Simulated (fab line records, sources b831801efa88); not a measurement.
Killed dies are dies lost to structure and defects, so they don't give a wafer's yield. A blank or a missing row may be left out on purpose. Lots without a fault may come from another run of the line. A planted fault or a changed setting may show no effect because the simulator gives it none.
fab line records | flow sfq_line
record lots=7 wafers=19 last_day=86
route steps=325 shown I7@307 M8@311
lots that met no fault: from a run of the same line without faults
start_h: hours from the record's first day to the start of the lot's first wafer shown | wait_h: hours since the lot's step before | " the same as in the row above | L1.1+2: a row that stands for several wafers | - no value, or no start given | * or withheld: withheld | < > ~ a bound
route shown NAME@n: a module of which the file shows steps, and the number in the route of the first | usual: mean/standard deviation of fault-free wafers | same: alike in all rows | chamber/n: place in a boat | sites: the reading at each site | _std_site: their standard deviation | _edge_site: outer sites' mean less inner sites' | radius_mm: how far each site lies from the wafer's centre | mask NAME#n: copy n | behind: the tool/chamber that last shaped the wafer | hold: why the lot was held/for how many hours/how that ended | device: the transistor (n, p or np) that didn't switch | end of line: the same wafers' tests at the end of the route | a step without rows: its recipe alone | killed: dies lost to structure and defects at the first sort, not the wafer's yield | map: a wafer's dies, x killed, . not, _ none there
set.NAME: the setting as run; set.NAME@STEP: as run at that earlier step | model.NAME: the simulator's own value behind a step, which no gauge read
lots at some steps of the route; a table a step, a row a wafer
services: from which hour (start_h, from the record's first day; less than 0 if before it) a tool's chamber was out of use, for how many hours, and why
## steps
# step SFQ_TRILAYER_I7_VIA_BARC_OPEN_VIA_ETCH_260
# recipe mask_material=PR chemistry=O2 target_depth_nm=125 target=BARC source_w=500 bias_w=80 pressure_mtorr=30 time_s=41.7
# usual drypump_motor_current_A=5.8/0.43 oes_product_au=0.685/0.005
# columns lot.wafer tool chamber start_h wait_h drypump_motor_current_A oes_product_au rf_hours_counter_h
L869.1 rie_diel-03 2 1824.97 0.0 5.9 0.679 5
L869.3 " 3 " " 5.6 0.688 17
L869.4 " 0 " " 5.3 0.690 3
L870.1 rie_diel-01 3 1903.40 0.0 6.7 0.687 0
L870.3 " 1 " " 5.3 0.681 1
L870.4 " 1 " " 5.4 0.687 -
L873.1 rie_diel-02 3 1931.13 0.0 5.6 0.680 8
L873.2 " 0 " " 5.6 0.695 8
L873.3 " 1 " " 5.6 0.689 16
L875.3 rie_diel-02 1 1943.25 0.0 5.6 0.686 16
L875.6 " 1 " " 5.6 0.685 -
L877.1 rie_diel-02 2 1954.18 0.0 6.1 0.678 17
L877.3 " 0 " " 5.6 0.688 8
L883.1 rie_diel-02 2 2047.06 0.0 6.0 0.679 18
L883.2 " 1 " " 5.6 0.687 18
L883.4 " 3 " " 5.6 0.686 10
L884.3 rie_diel-01 2 2048.30 0.0 5.9 0.676 2
L884.4 " 0 " " 5.6 0.687 4
L884.6 " 3 " " 6.7 0.686 -
# step SFQ_TRILAYER_I7_VIA_ETCH_VIA_ETCH_190
# recipe target=SiO2 stop_on=Nb mask_material=PR taper_deg=20 chemistry=CHF3 target_depth_nm=260 source_w=500 bias_w=80 pressure_mtorr=30 time_s=withheld
# usual drypump_motor_current_A=5.8/0.43 oes_product_au=0.856/0.0051
# columns lot.wafer tool chamber start_h wait_h drypump_motor_current_A oes_product_au
L869.1 rie_diel-03 2 1825.01 0.0 5.9 0.855
L869.3 " 3 " " 5.6 0.856
L869.4 " 0 " " 5.3 0.854
L870.1 rie_diel-01 3 1903.44 0.0 6.7 0.860
L870.3 " 1 " " 5.4 0.853
L870.4 " 1 " " 5.4 0.850
L873.1 rie_diel-02 3 1931.17 0.0 5.6 0.848
L873.2 " 0 " " 5.6 0.852
L873.3 " 1 " " 5.6 0.858
L875.3 rie_diel-02 1 1943.29 0.0 5.6 0.852
L875.6 " 1 " " 5.6 0.855
L877.1 rie_diel-02 2 1954.22 0.0 6.0 0.849
L877.3 " 0 " " 5.6 0.853
L883.1 rie_diel-02 2 2047.10 0.0 6.0 0.865
L883.2 " 1 " " 5.6 0.853
L883.4 " 3 " " 5.6 0.848
L884.3 rie_diel-01 2 2048.34 0.0 5.9 0.860
L884.4 " 0 " " 5.6 0.860
L884.6 " 3 " " 6.6 0.864
# step SFQ_TRILAYER_I7_VIA_STRIP_STRIP_191
# recipe gas=O2 power_w=200 platen_temp_c=40 overash_fraction=0.65 chemistry=O2 pressure_mtorr=50
# usual drypump_motor_current_A=5.7/0.33 oes_product_au=1.000/0.011
# columns lot.wafer tool chamber start_h wait_h drypump_motor_current_A oes_product_au rf_hours_counter_h
L869.1 rie_metal-02 1 1825.13 - 6.3 1.003 89
L869.3 " 1 " " 6.3 1.003 -
L869.4 " 0 " " 5.5 0.995 -
L870.1 rie_metal-01 0 1903.56 - 5.5 0.994 131
L870.3 " 1 " " 5.4 1.001 -
L870.4 " 0 " " 5.5 1.003 -
L873.1 rie_metal-02 0 1931.28 - 5.5 0.976 58
L873.2 " 1 " " 6.3 1.008 101
L873.3 " 1 " " 6.3 0.997 -
L875.3 rie_metal-01 1 1943.81 - 5.5 0.999 -
L875.6 " 1 " " 5.4 0.991 -
L877.1 rie_metal-04 1 1954.33 - 6.2 1.017 64
L877.3 " 1 " " 6.2 1.008 -
L883.1 rie_metal-01 1 2047.21 - 5.4 1.007 127
L883.2 " 0 " " 5.5 1.005 12
L883.4 " 0 " " 5.5 1.023 -
L884.3 rie_metal-04 1 2048.65 - 6.1 0.993 -
L884.4 " 0 " " 5.8 1.005 -
L884.6 " 1 " " 6.1 1.006 -
# step SFQ_TRILAYER_I7_VIA_STRIP_SOLV_CLEAN_192
# recipe chemistry=NMP temp_c=70 time_s=600
# step SFQ_TRILAYER_M8_LITHO_LOR_COAT_197
# recipe resist=lift-off spin_rpm=3000
# step SFQ_TRILAYER_M8_LITHO_LOR_BAKE_198
# recipe resist=lift-off temp_c=withheld time_s=withheld
# step SFQ_TRILAYER_M8_LITHO_COAT_193
# recipe resist=KrF spin_rpm=3000 resist_thk_nm=600
# step SFQ_TRILAYER_M8_LITHO_SOFTBAKE_199
# recipe temp_c=withheld time_s=withheld resist=KrF
# step SFQ_TRILAYER_M8_LITHO_EXPOSE_194
# recipe mask_id=M8 na=0.6 source_shape=conventional sigma_outer=0.65 target_cd_nm=2000 dose_mj=14.4
# step SFQ_TRILAYER_M8_LITHO_PEB_196
# recipe peb_temp_c=115 peb_time_s=60 resist=KrF
# step SFQ_TRILAYER_M8_LITHO_DEVELOP_195
# recipe img_clear_s=15 time_s=55 resist=KrF
# step SFQ_M8_OVL_MEAS_948
# usual M8_OVL=-3/5.5
# columns lot.wafer tool chamber start_h wait_h M8_OVL[nm]
L869.1 overlay-01 - 1895.90 0.1 -3
L869.3 " - " " -2
L869.4 " - " " -1
L870.1 overlay-02 - 1907.12 0.1 -5
L870.3 " - " " -5
L870.4 " - " " 3
L873.1 overlay-01 - 1937.41 0.1 -7
L873.2 " - " " -8
L873.3 " - " " -5
L875.3 overlay-01 - 1947.59 0.1 0
L875.6 " - " " -9
L877.1 overlay-02 - 1958.62 0.1 -7
L877.3 " - " " -7
L883.1 overlay-01 - 2056.66 0.1 -2
L883.2 " - " " -6
L883.4 " - " " -8
L884.3 overlay-01 - 2059.07 0.1 3
L884.4 " - " " -4
L884.6 " - " " 3
# step SFQ_TRILAYER_M8_DEP_EVAP_197
# recipe material=Ti angular_spread_deg=1 target_thk_nm=20 time_s=100 power_w=2000
# columns lot.wafer tool chamber start_h wait_h model.Ti_of_TRILAYER_M8_DEP_EVAP_197.thk_nm
L869.1 pvd_sputter-02 - 1895.93 0.0 19.74
L869.3 " - " " 19.78
L869.4 " - " " 20.11
L870.1 pvd_sputter-01 - 1907.16 0.0 20.17
L870.3 " - " " 20.18
L870.4 " - " " 20.2
L873.1 pvd_sputter-02 - 1937.45 0.0 19.29
L873.2 " - " " 19.9
L873.3 " - " " 19.08
L875.3 pvd_sputter-02 - 1947.61 0.0 19
L875.6 " - " " 19.94
L877.1 pvd_sputter-02 - 1958.66 0.0 19.06
L877.3 " - " " 19.22
L883.1 pvd_sputter-02 - 2056.69 0.0 19.86
L883.2 " - " " 20.29
L883.4 " - " " 20.25
L884.3 pvd_sputter-01 - 2059.09 0.0 20.44
L884.4 " - " " 20.05
L884.6 " - " " 20.27
# step SFQ_TRILAYER_M8_DEP_EVAP_198
# recipe material=Pt angular_spread_deg=1 target_thk_nm=50 time_s=250 power_w=2000
## services
# columns tool chamber start_h hours kind
rie_metal-04 - 1804.38 14.6 pm
rie_diel-03 - 1824.55 0.2 repair
pvd_sputter-02 - 1832.97 8.9 repair
rie_metal-04 - 1842.25 0.8 repair
rie_metal-02 1 1848.49 3.1 repair
rie_diel-02 - 1861.09 2.8 pm
rie_diel-03 3 1878.82 13.1 repair
rie_metal-04 1 1879.19 17.4 repair
rie_diel-01 0 1883.17 6.2 repair
rie_diel-03 1 1887.14 1.2 repair
rie_diel-01 2 1888.82 1.4 repair
rie_diel-01 0 1902.57 3.4 repair
rie_diel-01 2 1926.34 1.8 repair
pvd_sputter-01 - 1933.29 8.2 repair
pvd_sputter-02 - 1941.73 3.8 repair
rie_metal-04 0 1944.04 10.8 repair
rie_diel-01 - 1945.60 2.8 pm
rie_diel-01 2 1954.18 2.8 repair
rie_metal-02 0 1956.48 21.4 repair
rie_metal-02 1 1967.34 28.0 repair
rie_diel-02 1 2001.44 6.1 repair
rie_diel-02 - 2010.86 0.3 repair
rie_diel-03 1 2022.44 6.3 repair
rie_diel-03 2 2028.33 7.8 repair
## key
first_sign none at tools or gauges
model_effect step=SFQ_TRILAYER_M8_DEP_EVAP_197 value=Ti_of_TRILAYER_M8_DEP_EVAP_197.thk_nm without=20.04 struck=19.13
met_at SFQ_TRILAYER_M8_DEP_EVAP_197
struck_wafers L873.1,L873.3,L875.3,L877.1,L877.3
onset_between 1895.93 1937.45
fault kind=process_parameter_drift tool=pvd_sputter-02 chamber=- onset_h=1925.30 steps=SFQ_TRILAYER_M8_DEP_EVAP_197 channel=time_s offset=* shape=step end_h=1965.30 scope=struck_wafers_only acts_in=* stated=*
